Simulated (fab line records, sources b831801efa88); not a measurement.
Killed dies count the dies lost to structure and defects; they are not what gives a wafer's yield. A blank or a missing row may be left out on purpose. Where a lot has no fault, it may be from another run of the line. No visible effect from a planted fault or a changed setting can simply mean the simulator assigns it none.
What tool caused it? || flow gf180mcu || 36 wafers sampled from 12 lots at 1 step of a route of 602

WHAT EACH GAUGE READ, for each wafer
GF_HV_LDD_THK_MEAS_57.
{"lot": "L075", "measured": "day 12 17:54", "on": "film-metro-01", "HV_LDD_CVD_56_THK (nm)": "90.3 90.6 90.8"}
{"lot": "L077", "measured": "day 13 10:54", "on": "film-metro-01", "HV_LDD_CVD_56_THK (nm)": "91.2 91.1 91.2"}
{"lot": "L079", "measured": "day 14 00:54", "on": "film-metro-04", "HV_LDD_CVD_56_THK (nm)": "90.0 89.9 90.0"}
{"lot": "L081", "measured": "day 14 18:53", "on": "film-metro-03", "HV_LDD_CVD_56_THK (nm)": "89.1 89.8 89.0"}
{"lot": "L083", "measured": "day 15 13:59", "on": "film-metro-01", "HV_LDD_CVD_56_THK (nm)": "91.0 89.7 90.3"}
{"lot": "L085", "measured": "day 15 21:13", "on": "film-metro-01", "HV_LDD_CVD_56_THK (nm)": "91.2 90.7 91.4"}
{"lot": "L087", "measured": "day 16 18:07", "on": "film-metro-01", "HV_LDD_CVD_56_THK (nm)": "90.3 89.5 90.6"}
{"lot": "L089", "measured": "day 17 15:45", "on": "film-metro-04", "HV_LDD_CVD_56_THK (nm)": "89.4 89.3 89.4"}
{"lot": "L091", "measured": "day 18 14:05", "on": "film-metro-01", "HV_LDD_CVD_56_THK (nm)": "90.0 90.5 90.4"}
{"lot": "L093", "measured": "day 19 13:20", "on": "film-metro-03", "HV_LDD_CVD_56_THK (nm)": "89.2 89.0 89.3"}
{"lot": "L095", "measured": "day 19 19:59", "on": "film-metro-01", "HV_LDD_CVD_56_THK (nm)": "88.5 89.1 88.9"}
{"lot": "L097", "measured": "day 20 12:35", "on": "film-metro-04", "HV_LDD_CVD_56_THK (nm)": "89.1 89.2 89.2"}

TOOL THAT RAN EACH LOT (tool first, then ch and the chambers of the sampled wafers, then the start)
The record holds no process step before these readings.

THE ANSWER, worked out from the rows above alone
Rule: the usual values come from the lots themselves. The widest of any qualifying gaps counts: lots, ordered by their means at a reading, are off when they make up no more than a third of the lots, leave a main group of 4 or more, and stand apart from it by 3 or more times the standard deviation of that group's means. If all means in a main group match to the digits the tables above print for the reading, that group is not used. Also off: a lot with no number at a reading for which 4 or more lots have one. The other lots that the step has rows for count as sound.
No lot is off at any reading shown: from this, nothing can be told.

WHAT THE SIMULATOR HAD PUT IN
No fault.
